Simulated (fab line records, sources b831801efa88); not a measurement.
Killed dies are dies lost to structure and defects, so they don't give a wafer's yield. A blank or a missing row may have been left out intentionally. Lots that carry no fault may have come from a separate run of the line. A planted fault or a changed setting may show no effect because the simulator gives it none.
What tool caused it? | flow gf180mcu | 24 lots, 72 wafers sampled, at 4 steps of a route of 602

== WHAT EACH GAUGE READ, for each wafer ==
GF_V2_THK_MEAS_03.
lot  | measured     | on            | V2_CVD_02_THK (nm)
L074 | day 19 05:56 | film_metro-02 | 841 851 862
L075 | day 19 20:34 | film_metro-02 | 837 846 852
L076 | day 19 23:55 | film_metro-02 | 828 821 837
L077 | day 20 13:43 | film_metro-01 | 850 837 847
L078 | day 21 06:22 | film_metro-01 | 842 841 849
L079 | day 21 07:54 | film_metro-02 | 833 846 846
L080 | day 21 20:26 | film_metro-01 | 833 830 853
L081 | day 22 00:31 | film_metro-04 | 846 843 860
L082 | day 22 10:38 | film_metro-02 | 833 865 864
L083 | day 22 12:36 | film_metro-02 | 839 843 862
L084 | day 23 05:38 | film_metro-04 | 846 850 859
L085 | day 23 20:41 | film_metro-01 | 841 869 851
L086 | day 23 22:09 | film_metro-04 | 833 850 858
L087 | day 24 08:08 | film_metro-02 | 840 857 864
L088 | day 24 15:50 | film_metro-04 | 824 844 828
L089 | day 25 02:25 | film_metro-04 | 851 849 861
L090 | day 25 08:59 | film_metro-04 | 845 865 858
L091 | day 25 13:34 | film_metro-04 | 846 855 858
L092 | day 25 21:22 | film_metro-02 | 846 851 867
L093 | day 26 00:20 | film_metro-01 | 855 862 865
L094 | day 26 09:39 | film_metro-04 | 837 846 854
L095 | day 26 15:03 | film_metro-01 | 834 850 862
L096 | day 27 00:29 | film_metro-04 | 833 844 847
L097 | day 27 08:56 | film_metro-01 | 841 850 852

GF_MIM_THK_MEAS_11: measures by xrf.
lot  | measured     | on            | MIM_ALCU_THK (nm)
L074 | day 24 13:00 | film_metro-03 | 206.0 205.8 206.6
L075 | day 25 00:47 | film_metro-04 | 200.7 201.3 200.7
L076 | day 25 05:26 | film_metro-03 | 205.2 208.1 200.6
L077 | day 25 17:08 | film_metro-02 | 201.6 204.2 204.3
L078 | day 26 07:07 | film_metro-02 | 206.2 201.8 206.4
L079 | day 26 09:24 | film_metro-02 | 205.5 202.4 205.0
L080 | day 26 20:01 | film_metro-02 | 206.7 203.4 207.9
L081 | day 26 22:54 | film_metro-04 | 208.7 209.8 205.7
L082 | day 27 07:30 | film_metro-02 | 206.0 203.0 206.8
L083 | day 27 09:52 | film_metro-03 | 199.5 202.0 199.2
L084 | day 28 01:41 | film_metro-02 | 199.8 202.8 201.5
L085 | day 28 13:06 | film_metro-03 | 204.0 204.2 203.7
L086 | day 28 15:58 | film_metro-04 | 202.1 202.6 198.0
L087 | day 29 00:38 | film_metro-02 | 202.7 200.2 203.2
L088 | day 29 07:30 | film_metro-04 | 202.6 204.5 202.8
L089 | day 29 15:27 | film_metro-04 | 202.2 203.3 202.9
L090 | day 29 22:14 | film_metro-03 | 204.9 203.5 201.3
L091 | day 30 01:28 | film_metro-02 | 205.0 206.3 206.6
L092 | day 30 07:38 | film_metro-03 | 206.2 203.0 207.2
L093 | day 30 11:25 | film_metro-03 | 201.8 201.7 202.7
L094 | day 30 20:50 | film_metro-03 | 206.0 204.2 206.4
L095 | day 31 00:29 | film_metro-04 | 201.7 201.0 201.8
L096 | day 31 08:35 | film_metro-02 | 207.9 204.8 204.6
L097 | day 31 15:17 | film_metro-04 | 205.5 202.8 205.7

== TOOL THAT RAN EACH LOT (tool first, then ch and the chambers of the sampled wafers, then the start) ==
lot  | GF_V1_SPUTTER_22             | GF_MIM_SPUTTER_07
L074 | pvd_sputter-02, day 18 03:27 | pvd_sputter-01, day 24 12:46
L075 | pvd_sputter-04, day 18 18:04 | pvd_sputter-03, day 25 00:34
L076 | pvd_sputter-02, day 18 21:26 | pvd_sputter-01, day 25 05:12
L077 | pvd_sputter-04, day 19 11:27 | pvd_sputter-03, day 25 16:54
L078 | pvd_sputter-04, day 20 03:33 | pvd_sputter-01, day 26 06:52
L079 | pvd_sputter-04, day 20 05:44 | pvd_sputter-03, day 26 09:05
L080 | pvd_sputter-02, day 20 18:14 | pvd_sputter-04, day 26 19:48
L081 | pvd_sputter-02, day 20 22:47 | pvd_sputter-04, day 26 22:40
L082 | pvd_sputter-04, day 21 08:59 | pvd_sputter-04, day 27 07:16
L083 | pvd_sputter-04, day 21 10:56 | pvd_sputter-04, day 27 09:39
L084 | pvd_sputter-04, day 22 05:17 | pvd_sputter-01, day 28 01:28
L085 | pvd_sputter-04, day 22 20:22 | pvd_sputter-04, day 28 12:53
L086 | pvd_sputter-03, day 22 21:42 | pvd_sputter-01, day 28 15:44
L087 | pvd_sputter-03, day 23 07:36 | pvd_sputter-03, day 29 00:25
L088 | pvd_sputter-04, day 23 15:48 | pvd_sputter-03, day 29 07:16
L089 | pvd_sputter-02, day 24 02:51 | pvd_sputter-03, day 29 15:12
L090 | pvd_sputter-04, day 24 09:35 | pvd_sputter-03, day 29 22:00
L091 | pvd_sputter-04, day 24 14:42 | pvd_sputter-03, day 30 01:14
L092 | pvd_sputter-04, day 24 22:02 | pvd_sputter-04, day 30 07:23
L093 | pvd_sputter-02, day 25 01:20 | pvd_sputter-03, day 30 11:11
L094 | pvd_sputter-03, day 25 10:13 | pvd_sputter-03, day 30 20:36
L095 | pvd_sputter-04, day 25 16:15 | pvd_sputter-03, day 31 00:15
L096 | pvd_sputter-04, day 26 02:07 | pvd_sputter-01, day 31 08:22
L097 | pvd_sputter-02, day 26 10:42 | pvd_sputter-01, day 31 15:04
- GF_V1_SPUTTER_22: material TiN, target thk 10 nm, time 40 s.
- GF_MIM_SPUTTER_07: material TiN, target thk 60 nm, time 50 s.

== AS READ BY THE TOOLS THEMSELVES (means over the sampled wafers that have a number; for cases with no such wafer, the mark the record gives instead) ==
GF_V1_SPUTTER_22.
lot  | tool           | throttle_valve_pct (%)
L074 | pvd_sputter-02 | 30.0
L075 | pvd_sputter-04 | 29.9
L076 | pvd_sputter-02 | 30.2
L077 | pvd_sputter-04 | 29.3
L078 | pvd_sputter-04 | 29.4
L079 | pvd_sputter-04 | 29.5
L080 | pvd_sputter-02 | 30.3
L081 | pvd_sputter-02 | 30.5
L082 | pvd_sputter-04 | 29.2
L083 | pvd_sputter-04 | 29.3
L084 | pvd_sputter-04 | 30.2
L085 | pvd_sputter-04 | 30.6
L086 | pvd_sputter-03 | 29.5
L087 | pvd_sputter-03 | 29.8
L088 | pvd_sputter-04 | 29.3
L089 | pvd_sputter-02 | 30.4
L090 | pvd_sputter-04 | 29.3
L091 | pvd_sputter-04 | 29.6
L092 | pvd_sputter-04 | 30.5
L093 | pvd_sputter-02 | 30.4
L094 | pvd_sputter-03 | 29.7
L095 | pvd_sputter-04 | 30.5
L096 | pvd_sputter-04 | 29.8
L097 | pvd_sputter-02 | 30.1

GF_MIM_SPUTTER_07.
lot  | tool           | throttle_valve_pct (%)
L074 | pvd_sputter-01 | 28.9
L075 | pvd_sputter-03 | 29.8
L076 | pvd_sputter-01 | 29.5
L077 | pvd_sputter-03 | 30.0
L078 | pvd_sputter-01 | 29.3
L079 | pvd_sputter-03 | 30.0
L080 | pvd_sputter-04 | 30.3
L081 | pvd_sputter-04 | 30.2
L082 | pvd_sputter-04 | 29.3
L083 | pvd_sputter-04 | 29.8
L084 | pvd_sputter-01 | 29.6
L085 | pvd_sputter-04 | 30.1
L086 | pvd_sputter-01 | 29.6
L087 | pvd_sputter-03 | 30.3
L088 | pvd_sputter-03 | 30.5
L089 | pvd_sputter-03 | 29.9
L090 | pvd_sputter-03 | 29.3
L091 | pvd_sputter-03 | 29.8
L092 | pvd_sputter-04 | 29.6
L093 | pvd_sputter-03 | 30.5
L094 | pvd_sputter-03 | 29.9
L095 | pvd_sputter-03 | 29.8
L096 | pvd_sputter-01 | 29.1
L097 | pvd_sputter-01 | 29.6

== THE ANSWER, worked out from the rows above alone ==
Rule: usual is defined by the lots themselves. The widest of any qualifying gaps counts: lots, ordered by their means at a reading, are off when they make up no more than a third of the lots, leave a main group of 4 or more, and stand apart from it by 3 or more times the standard deviation of that group's means. Not used: any main group whose means are identical at the precision the tables above print for the reading. A lot without any number at a reading at which 4 lots or more have one is off too. All remaining lots with rows at the step are treated as sound. The gauges are gone through in route order, then the tools' own readings, and for those a lot's mean is taken as printed above. At the first step where some lot is off, the reading lying furthest off is the one used; lots without a number count as furthest.
Nothing can be told from this: no lot is off at any reading shown.

== WHAT THE SIMULATOR PUT IN ==
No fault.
